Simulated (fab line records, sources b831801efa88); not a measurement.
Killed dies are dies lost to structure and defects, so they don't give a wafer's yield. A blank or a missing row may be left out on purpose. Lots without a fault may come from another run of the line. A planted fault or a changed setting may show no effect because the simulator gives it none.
fab line records | flow sky130
record lots=12 wafers=33 last_day=50
route steps=708 shown METAL4@600 CAP2M@616 PAD_OPEN@708
lots that met no fault: from a run of the same line without faults
start_h: hours from the record's first day to the start of the lot's first wafer shown | wait_h: hours since the lot's step before | " the same as in the row above | L1.1+2: a row that stands for several wafers | - no value, or no start given | * or withheld: withheld | < > ~ a bound
route shown NAME@n: a module of which the file shows steps, and the number in the route of the first | usual: mean/standard deviation of fault-free wafers | same: alike in all rows | chamber/n: place in a boat | sites: the reading at each site | _std_site: their standard deviation | _edge_site: outer sites' mean less inner sites' | radius_mm: how far each site lies from the wafer's centre | mask NAME#n: copy n | behind: the tool/chamber that last shaped the wafer | hold: why the lot was held/for how many hours/how that ended | device: the transistor (n, p or np) that didn't switch | end of line: the same wafers' tests at the end of the route | a step without rows: its recipe alone | killed: dies lost to structure and defects at the first sort, not the wafer's yield | map: a wafer's dies, x killed, . not, _ none there
set.NAME: the setting as run; set.NAME@STEP: as run at that earlier step | model.NAME: the simulator's own value behind a step, which no gauge read
steps of the route over a sample of lots; a table a step, a row a wafer
services: from which hour (start_h, from the record's first day; less than 0 if before it) a tool's chamber was out of use, for how many hours, and why
## steps
# step SKY_METAL4_SPUTTER_02
# recipe material=AlCu target_thk_nm=735 power_w=10600 time_s=39.1 chamber_pressure_pa=0.4
# usual throttle_valve_pct=30.1/0.9
# columns lot.wafer tool chamber start_h wait_h throttle_valve_pct
L399.1 pvd_sputter-01 - 934.31 0.0 28.9
L399.3 " - " " 29.0
L399.4 " - " " 29.8
L402.1 pvd_sputter-03 - 954.84 0.0 31.1
L402.3 " - " " 29.1
L402.5 " - " " 30.7
L404.1 pvd_sputter-03 - 971.28 0.0 31.1
L404.4 " - " " 31.1
L404.5 " - " " 30.9
L407.1 pvd_sputter-02 - 986.53 0.0 30.6
L407.2 " - " " 30.2
L407.6 " - " " 30.8
L410.1 pvd_sputter-03 - 998.30 0.0 31.4
L410.4 " - " " 29.2
L410.5 " - " " 31.5
L409.1 pvd_sputter-03 - 1002.35 0.0 31.3
L409.2 " - " " 29.1
L409.6 " - " " 29.3
L415.1 pvd_sputter-02 - 1040.53 0.0 30.8
L415.3 " - " " 29.9
L415.6 " - " " 30.0
L416.1 pvd_sputter-02 - 1054.26 0.0 29.6
L416.4 " - " " 30.8
L417.3 pvd_sputter-01 - 1056.12 0.0 28.8
L420.1 pvd_sputter-03 - 1068.51 0.0 31.3
L420.5 " - " " 29.3
L420.6 " - " " 31.0
L421.1 pvd_sputter-01 - 1076.97 0.0 29.0
L421.2 " - " " 30.4
L421.4 " - " " 30.0
L422.3 pvd_sputter-01 - 1080.41 0.0 28.9
L422.4 " - " " 30.0
L422.5 " - " " 29.8
# step SKY_CAP2M_METAL_ETCH_13
# recipe target_depth_nm=220 stop_on=SiO2 chemistry=Cl2/BCl3 target=TiN pressure_mtorr=10 icp_w=900 bias_w=48.5 Cl2_flow_sccm=60 bcl3_flow_sccm=30 time_s=62.9
# usual drypump_motor_current_A=5.50/0.23 oes_product_au=0.944/0.0072 throttle_valve_pct=21.899/0.01
# columns lot.wafer tool chamber start_h wait_h drypump_motor_current_A oes_product_au rf_hours_counter_h throttle_valve_pct
L399.1 rie_metal-03 1 958.82 0.0 5.76 0.948 11 21.900
L399.3 " 1 " " 5.76 0.947 - 21.894
L399.4 " 0 " " 5.63 0.953 - 21.900
L402.1 rie_metal-01 0 978.96 0.0 5.80 0.945 17 21.897
L402.3 " 1 " " 5.32 0.947 - 21.884
L402.5 " 0 " " 5.82 0.951 - 21.878
L404.1 rie_metal-01 0 994.77 0.0 5.81 0.950 18 21.901
L404.4 " 1 " " 5.31 0.940 - 21.919
L404.5 " 1 " " 5.32 0.948 - 21.901
L407.1 rie_metal-01 1 1009.46 0.0 5.31 0.947 15 21.892
L407.2 " 1 " " 5.32 0.939 - 21.905
L407.6 " 1 " " 5.33 0.946 - 21.906
L410.1 rie_metal-03 1 1020.99 0.0 5.76 0.942 14 21.897
L410.4 " 0 " " 5.62 0.943 - 21.890
L410.5 " 0 " " 5.64 0.950 - 21.893
L409.1 rie_metal-01 1 1025.47 0.0 5.32 0.943 16 21.906
L409.2 " 1 " " 5.33 0.944 - 21.895
L409.6 " 1 " " 5.34 0.950 - 21.894
L415.1 rie_metal-01 0 1061.41 0.0 5.76 0.933 4 21.914
L415.3 " 0 " " 5.77 0.940 - 21.922
L415.6 " 0 " " 5.81 0.931 - 21.895
L416.1 rie_metal-02 0 1075.46 0.0 5.10 0.939 22 21.912
L416.4 " 1 " " 5.41 0.940 - 21.907
L417.3 rie_metal-02 1 1077.49 0.0 5.45 0.947 - 21.898
L420.1 rie_metal-03 0 1089.91 0.0 5.61 0.950 18 21.895
L420.5 " 1 " " 5.77 0.945 - 21.895
L420.6 " 0 " " 5.61 0.954 - 21.879
L421.1 rie_metal-03 0 1097.54 0.0 5.63 0.948 18 21.897
L421.2 " 1 " " 5.83 0.953 20 21.897
L421.4 " 1 " " 5.80 0.940 - 21.905
L422.3 rie_metal-01 0 1101.31 0.0 5.79 0.946 - 21.892
L422.4 " 1 " " 5.32 0.944 - 21.912
L422.5 " 0 " " 5.80 0.937 - 21.915
# step SKY_METAL4_SOFTBAKE_09
# recipe temp_c=100 time_s=90 resist=KrF-thick
# usual heater_power_total_W=57.34/0.12 plate_temp_C=100.04/0.13
# columns lot.wafer tool chamber start_h wait_h heater_power_total_W plate_temp_C
L399.1 litho_track-01 0 971 - 57.24 100.06
L399.3 " 0 " " 57.22 100.17
L399.4 " 0 " " 57.23 100.05
L402.1 litho_track-04 0 990 - 57.31 100.13
L402.3 " 0 " " 57.25 100.03
L402.5 " 0 " " 57.30 99.94
L404.1 litho_track-04 0 1007 - 57.24 99.96
L404.4 " 0 " " 57.25 100.24
L404.5 " 0 " " 57.26 100.20
L407.1 litho_track-01 0 1020 - 57.54 99.98
L407.2 " 0 " " 57.38 100.03
L407.6 " 0 1021 - 57.18 99.91
L410.1 litho_track-01 0 1033 - 57.29 100.26
L410.4 " 0 " " 57.27 100.24
L410.5 " 0 " " 57.32 100.14
L409.1 litho_track-04 0 1037 - 57.55 99.94
L409.2 " 0 " " 57.18 100.22
L409.6 " 0 " " 57.21 100.05
L415.1 litho_track-02 0 1073 - 57.58 100.11
L415.3 " 0 " " 57.55 99.91
L415.6 " 0 " " 57.46 100.07
L416.1 litho_track-04 0 1085 - 57.86 100.58
L416.4 " 0 " " 57.87 100.65
L417.3 litho_track-04 0 1088 - 57.76 100.58
L420.1 litho_track-01 0 1100 - 57.48 100.28
L420.5 " 0 1101 - 57.42 99.92
L420.6 " 0 " " 57.18 100.09
L421.1 litho_track-02 0 1108 - 57.22 100.05
L421.2 " 0 " " 57.54 99.89
L421.4 " 0 " " 57.12 100.04
L422.3 litho_track-01 0 1111 - 57.50 99.88
L422.4 " 0 " " 57.21 99.82
L422.5 " 0 " " 57.46 99.66
# step SKY_METAL4_METAL_ETCH_18
# recipe target_depth_a=8450 stop_on=SiO2 over_etch_frac=0.3 time_s=183.1 chemistry=Cl2/BCl3 resist_sidewall_deg=88 pressure_mtorr=10 icp_w=900 bias_w=48.5 Cl2_flow_sccm=60 bcl3_flow_sccm=30
# usual drypump_motor_current_A=5.41/0.29 oes_product_au=0.864/0.0052 throttle_valve_pct=22.265/0.0095
# same over_etch_frac=0.3
# columns lot.wafer tool chamber start_h wait_h drypump_motor_current_A oes_product_au rf_hours_counter_h throttle_valve_pct
L399.1 rie_metal-02 0 983.18 0.0 5.11 0.853 16 22.280
L399.3 " 0 " " 5.12 0.869 - 22.267
L399.4 " 1 " " 5.44 0.870 - 22.270
L402.1 rie_metal-03 0 1002.70 0.0 5.64 0.868 12 22.252
L402.3 " 0 " " 5.61 0.859 - 22.262
L402.5 " 1 " " 5.69 0.875 - 22.264
L404.1 rie_metal-04 0 1018.95 0.0 4.86 0.873 6 22.269
L404.4 " 0 " " 4.84 0.885 - 22.274
L404.5 " 0 " " 4.86 0.874 - 22.261
L407.1 rie_metal-04 0 1032.65 0.0 4.84 0.863 7 22.258
L407.2 " 1 " " 5.69 0.872 5 22.264
L407.6 " 0 " " 4.83 0.863 - 22.283
L410.1 rie_metal-02 1 1044.73 0.0 5.46 0.859 6 22.264
L410.4 " 0 " " 5.13 0.864 - 22.245
L410.5 " 1 " " 5.44 0.856 - 22.264
L409.1 rie_metal-03 0 1052.00 0.0 5.62 0.867 15 22.265
L409.2 " 1 " " 5.72 0.861 16 22.258
L409.6 " 1 " " 5.73 0.855 - 22.268
L415.1 rie_metal-02 1 1083.87 0.0 5.44 0.871 8 22.272
L415.3 " 1 " " 5.44 0.862 - 22.267
L415.6 " 1 " " 5.45 0.867 - 22.255
L416.1 rie_metal-02 0 1096.15 0.0 5.12 0.863 23 22.263
L416.4 " 0 " " 5.10 0.865 - 22.278
L417.3 rie_metal-02 1 1100.04 0.1 5.46 0.865 - 22.266
L420.1 rie_metal-02 0 1111.14 0.0 5.15 0.862 25 22.283
L420.5 " 1 " " 5.43 0.864 - 22.271
L420.6 " 0 " " 5.13 0.863 - 22.262
L421.1 rie_metal-02 0 1118.20 0.0 5.11 0.871 25 22.268
L421.2 " 1 " " 5.44 0.864 11 22.278
L421.4 " 0 " " 5.07 0.860 - 22.250
L422.3 rie_metal-03 0 1121.86 0.1 5.62 0.861 - 22.268
L422.4 " 1 " " 5.69 0.870 - 22.272
L422.5 " 0 " " 5.60 0.866 - 22.270
# step SKY_PAD_OPEN_PROBE_99
# usual defect_limited_yield=82.0/2.1 killed_at_M0_to_M3=45/7 killed_at_M4_up=3.4/1.8 killed_at_contacts=24/5.4 killed_at_front_end=16/4.8 killed_at_other=0.4/0.62 killed_dies=89/10 killed_open=48/7.2 killed_short=40/6.3 sort_bin_3_pad_short=0.9/0.39 sort_bin_5_function=10.7/1.5 sort_bin_6_memory=6.4/1.1 sort_n_pass=403/10 sort_yield_pct=82.0/2.1
# same gross_dies=492 killed_at_back_side=0 sort_bin_4_leakage[%]=0 sort_bin_8_speed[%]=0
# columns lot.wafer tool chamber start_h wait_h defect_limited_yield[%] killed_at_M0_to_M3 killed_at_M4_up killed_at_contacts killed_at_front_end killed_at_other killed_dies killed_open killed_short sort_bin_3_pad_short[%] sort_bin_5_function[%] sort_bin_6_memory[%] sort_n_pass sort_yield_pct[%]
L407.1 prober-02 - 1122.82 0.1 79.9 45 8 29 16 1 99 45 52 0.4 12.6 7.1 393 79.9
L407.2 prober-02 - 1122.87 0.1 84.1 35 4 26 11 2 78 44 32 0.8 10.4 4.7 414 84.1
L407.6 prober-02 - 1123.07 0.2 82.9 31 3 32 17 1 84 48 35 0.8 10.2 6.1 408 82.9
L410.1 prober-02 - 1133.35 0.1 81.9 43 6 26 14 0 89 54 35 1.2 10.4 6.5 403 81.9
L410.4 prober-02 - 1133.50 0.2 81.3 50 6 23 13 0 92 50 42 0.6 12.6 5.5 400 81.3
L410.5 prober-02 - 1133.55 0.2 81.5 39 2 28 22 0 91 44 47 0.8 10.4 7.3 401 81.5
# killed by level:class
L407.1 VIA1:geometric_particle:open=12 VIA3:geometric_particle:open=9 LOCAL_INTERCONNECT:geometric_particle:short=8 CONTACT:geometric_particle:short=6 METAL3:geometric_particle:short=6 METAL4:geometric_particle:short=6 FIELD_ISO:geometric_particle:open=5 LI_CONTACT:geometric_particle:short=5
L407.2 CONTACT:geometric_particle:open=11 VIA1:geometric_particle:open=11 LI_CONTACT:geometric_particle:open=8 METAL1:geometric_particle:short=8 METAL2:geometric_particle:short=6 FIELD_ISO:geometric_particle:short=3 POLY_GATE:geometric_particle:short=3 LI_CONTACT:geometric_particle:short=3
L407.6 CONTACT:geometric_particle:open=13 LOCAL_INTERCONNECT:geometric_particle:short=8 VIA1:geometric_particle:open=7 LI_CONTACT:geometric_particle:open=7 FIELD_ISO:geometric_particle:open=5 METAL1:geometric_particle:short=5 POLY_GATE:geometric_particle:short=4 METAL2:geometric_particle:short=4
L410.1 VIA1:geometric_particle:open=10 VIA2:geometric_particle:open=9 CONTACT:geometric_particle:open=8 LI_CONTACT:geometric_particle:open=6 VIA3:geometric_particle:open=6 CONTACT:geometric_particle:short=5 FIELD_ISO:geometric_particle:short=4 VIA1:geometric_particle:short=4
L410.4 VIA2:geometric_particle:open=10 CONTACT:geometric_particle:open=7 VIA1:geometric_particle:open=7 LI_CONTACT:geometric_particle:open=6 VIA3:geometric_particle:open=6 METAL1:geometric_particle:short=6 FIELD_ISO:geometric_particle:open=5 LOCAL_INTERCONNECT:geometric_particle:short=5
L410.5 LOCAL_INTERCONNECT:geometric_particle:short=9 CONTACT:geometric_particle:open=9 VIA1:geometric_particle:open=8 POLY_GATE:geometric_particle:open=7 POLY_GATE:geometric_particle:short=7 METAL1:geometric_particle:short=6 METAL2:geometric_particle:short=5 CONTACT:geometric_particle:short=5
## services
# columns tool chamber start_h hours kind
rie_metal-04 1 914.76 - clean
rie_metal-04 1 914.76 20.4 scheduled_down
rie_metal-04 1 914.76 20.4 vent_cycle
litho_track-01 - 925.60 - consumable_replace:filter
rie_metal-02 1 931.78 - clean
rie_metal-02 1 931.78 15.4 scheduled_down
rie_metal-02 1 931.78 15.4 vent_cycle
pvd_sputter-02 - 931.93 4.5 repair
litho_track-04 - 988.04 - consumable_replace:filter
pvd_sputter-01 - 1001.97 5.4 repair
rie_metal-01 0 1005.64 - clean
rie_metal-01 0 1005.64 21.3 scheduled_down
rie_metal-01 0 1005.64 21.3 vent_cycle
rie_metal-03 0 1016.32 1.0 repair
rie_metal-01 1 1027.66 45.5 repair
pvd_sputter-03 - 1053.29 4.0 repair
pvd_sputter-03 - 1054.10 0.7 repair
rie_metal-02 - 1082.85 0.2 repair
pvd_sputter-01 - 1094.26 27.8 repair
pvd_sputter-01 - 1110.70 6.3 repair
## key
first_sign step=SKY_METAL4_SOFTBAKE_09 reading=plate_temp_C direction=up sigmas=4.2 usual=* struck=*
effect step=SKY_METAL4_SOFTBAKE_09 reading=heater_power_total_W direction=up sigmas=4.1 usual=* struck=*
met_at SKY_METAL4_SOFTBAKE_09
struck_lots L416,L417
not_acting_at SKY_METAL4_SPUTTER_02,SKY_CAP2M_METAL_ETCH_13,SKY_METAL4_METAL_ETCH_18
onset_between 1037 1085
fault kind=process_parameter_drift tool=litho_track-04 chamber=- onset_h=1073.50 steps=SKY_METAL4_SOFTBAKE_09 channel=temp_c offset=* shape=step end_h=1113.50 acts_in=* stated=*
